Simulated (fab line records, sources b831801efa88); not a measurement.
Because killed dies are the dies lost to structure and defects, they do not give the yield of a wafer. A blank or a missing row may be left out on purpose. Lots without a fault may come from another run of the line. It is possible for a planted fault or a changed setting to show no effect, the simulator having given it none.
Which tool did it? -- flow sky130 -- 30 wafers from 10 lots sampled at 5 of the route's 708 steps

WHAT THE GAUGES READ, wafer by wafer
SKY_NWELL_THK_MEAS_02. Usual: NWELL_OXIDATION_THK gives 10.00 nm (standard deviation 0.23).
lot,measured,on,NWELL_OXIDATION_THK (nm),flag
L291,day 2 18:09,film_metro-01,10.21 10.32 10.29,
L293,day 3 03:39,film_metro-04,9.95 9.95 10.05,
L296,day 3 20:02,film_metro-02,10.13 10.04 10.38,
L298,day 4 04:16,film_metro-01,10.05 9.93 9.90,
L299,day 4 12:10,film_metro-01,9.74 9.91 9.55,
L308,day 6 10:57,film_metro-01,9.84 9.76 9.79,
L309,day 6 17:47,film_metro-04,9.94 9.86 9.99,
L310,day 6 22:30,film_metro-04,10.19 10.35 10.38,
L312,day 7 06:16,film_metro-04,10.15 10.17 10.19,
L313,day 7 11:01,film_metro-01,9.93 9.97 9.99,

SKY_SONOS_ONO_THK_MEAS_03. Usual: SONOS_ONO_CVD_02_THK gives 10.53 nm (standard deviation 0.12).
lot,measured,on,SONOS_ONO_CVD_02_THK (nm),flag
L291,day 11 22:35,film_metro-03,10.75 10.46 10.75,
L293,day 12 14:38,film_metro-01,10.52 10.42 10.43,
L296,day 13 14:06,film_metro-03,10.52 10.63 10.49,
L298,day 14 04:35,film_metro-02,10.71 10.60 10.53,
L299,day 14 12:58,film_metro-01,10.51 10.54 10.60,
L308,day 17 15:19,film_metro-03,10.50 10.31 10.43,
L309,day 17 21:08,film_metro-03,10.42 10.50 10.49,
L310,day 18 07:40,film_metro-01,10.31 10.56 10.44,
L312,day 18 17:58,film_metro-03,10.55 10.47 10.51,
L313,day 18 23:05,film_metro-01,10.61 10.67 10.47,

SKY_POLY_GATE_THK_MEAS_01. Usual: POLY_GATE_CVD_00_THK gives 181.1 nm (standard deviation 2.1).
lot,measured,on,POLY_GATE_CVD_00_THK (nm),flag
L291,day 14 07:42,film_metro-02,181.9 183.6 181.7,
L293,day 15 00:45,film_metro-04,179.7 180.7 180.3,
L296,day 16 01:37,film_metro-03,179.1 178.7 178.5,
L298,day 16 20:14,film_metro-03,144.2 144.7 145.0 144.1 144.9 145.0,OFF
L299,day 17 03:33,film_metro-03,149.5 150.6 150.0 149.6 150.5 149.9,OFF
L308,day 20 11:47,film_metro-04,185.2 183.6 184.0,
L309,day 20 18:27,film_metro-03,182.6 182.0 182.7,
L310,day 21 02:52,film_metro-03,183.5 183.3 182.9,
L312,day 21 13:29,film_metro-03,181.0 179.7 180.6,
L313,day 21 19:09,film_metro-02,182.6 182.0 180.0,

EACH LOT AND THE TOOL THAT RAN IT (in order: tool; ch and the chambers of the sampled wafers; start)
lot,SKY_FIELD_ISO_ETCH_14,SKY_POLY_GATE_CVD_00
L291,"rie_diel-02 ch 1,3, day 2 09:28","lpcvd-01 ch 1, day 14 06:29"
L293,"rie_diel-03 ch 1,2,3, day 2 19:54","lpcvd-01 ch 0, day 14 23:33"
L296,"rie_diel-03 ch 0,2, day 3 12:40","lpcvd-01 ch 1, day 16 00:25"
L298,"rie_diel-04 ch 1,3, day 3 21:31","lpcvd-01 ch 0, day 16 19:01"
L299,"rie_diel-02 ch 0,3, day 4 04:58","lpcvd-01 ch 0, day 17 02:20"
L308,"rie_diel-03 ch 0,3, day 6 02:40","lpcvd-01 ch 0, day 20 10:34"
L309,"rie_diel-03 ch 0,2, day 6 08:52","lpcvd-01 ch 0, day 20 17:15"
L310,"rie_diel-04 ch 0,2,3, day 6 12:51","lpcvd-01 ch 0, day 21 01:40"
L312,"rie_diel-02 ch 1,2,3, day 6 23:00","lpcvd-01 ch 1, day 21 12:17"
L313,"rie_diel-02 ch 1,2,3, day 7 05:15","lpcvd-01 ch 0, day 21 17:56"
- SKY_FIELD_ISO_ETCH_14: etches BARC in N2/H2, stops on SiO2, time 45.9 s, target depth 60 nm.
- SKY_POLY_GATE_CVD_00: deposits poly-Si, target thk 180 nm, time 720 s.

WHAT THE TOOLS THEMSELVES READ (means of the sampled wafers that have a number; where no wafer has one, the mark that the record gives instead)
SKY_FIELD_ISO_ETCH_14. Usual: drypump_motor_current_A 5.7 A, standard deviation 0.35; n2_flow_sccm 100.0 sccm, standard deviation 0.32; oes_product_au 0.855 a.u., standard deviation 0.0047; throttle_valve_pct 13.224 %, standard deviation 0.0084.
lot,tool,drypump_motor_current_A (A),n2_flow_sccm (sccm),oes_product_au (a.u.),throttle_valve_pct (%),flag
L291,rie_diel-02,6.1,99.8,0.858,13.218,
L293,rie_diel-03,5.6,100.1,0.855,13.227,
L296,rie_diel-03,5.5,100.3,0.856,13.222,
L298,rie_diel-04,5.5,99.9,0.855,13.221,
L299,rie_diel-02,6.0,99.9,0.854,13.226,
L308,rie_diel-03,5.8,99.9,0.856,13.226,
L309,rie_diel-03,5.5,99.7,0.857,13.214,
L310,rie_diel-04,5.4,99.8,0.854,13.224,
L312,rie_diel-02,6.1,100.1,0.856,13.226,
L313,rie_diel-02,6.1,99.7,0.852,13.216,

SKY_POLY_GATE_CVD_00. Usual: spike_tc_centre_C 619.4 C, standard deviation 1.1; spike_tc_lower_C 620.4 C, standard deviation 1; spike_tc_upper_C 618.7 C, standard deviation 1.2; susceptor_temp_C 620.0 C, standard deviation 0.3; zone_power_upper_pct 8.1 %, standard deviation 0.78.
lot,tool,spike_tc_centre_C (C),spike_tc_lower_C (C),spike_tc_upper_C (C),susceptor_temp_C (C),zone_power_upper_pct (%),flag
L291,lpcvd-01,619.0,622.0,620.6,620.1,7.5,
L293,lpcvd-01,620.1,619.5,617.5,620.1,9.1,
L296,lpcvd-01,618.4,620.3,619.4,620.0,7.4,
L298,lpcvd-01,612.2,612.2,610.3,620.1,8.8,OFF
L299,lpcvd-01,611.1,612.7,609.6,619.9,8.8,OFF
L308,lpcvd-01,619.5,620.1,618.2,619.9,9.0,
L309,lpcvd-01,620.0,621.3,617.8,620.3,9.0,
L310,lpcvd-01,619.0,619.7,618.3,619.9,9.0,
L312,lpcvd-01,619.4,621.2,619.7,619.8,7.5,
L313,lpcvd-01,619.6,620.0,618.2,619.8,9.1,

THE ANSWER, worked out from the rows above alone
Rule: a lot is off if the mean of its wafers that have a number lies more than 3 standard deviations from the usual mean. A lot without any number at a reading at which 4 lots or more have one is off too. Any other lot the step has rows for is counted as sound. Order of review: gauges by route order, followed by the tools' own readings, for which a lot's mean as printed above is used. At the first step where some lot is off, the reading lying furthest off is the one used; lots without a number count as furthest.
Off: at SKY_POLY_GATE_THK_MEAS_01 (POLY_GATE_CVD_00_THK), L298, L299.
If a tool, at a process step before that reading, ran all the lots that are off and no sound lot after the first of them, it fits. Not tried: the gauges at SKY_POLY_GATE_THK_MEAS_01; whatever is off there is also off at SKY_POLY_GATE_CVD_00, on other tools, and gauge error can't account for it. No candidate that was tried fits.

WHAT HAD BEEN PUT IN BY THE SIMULATOR
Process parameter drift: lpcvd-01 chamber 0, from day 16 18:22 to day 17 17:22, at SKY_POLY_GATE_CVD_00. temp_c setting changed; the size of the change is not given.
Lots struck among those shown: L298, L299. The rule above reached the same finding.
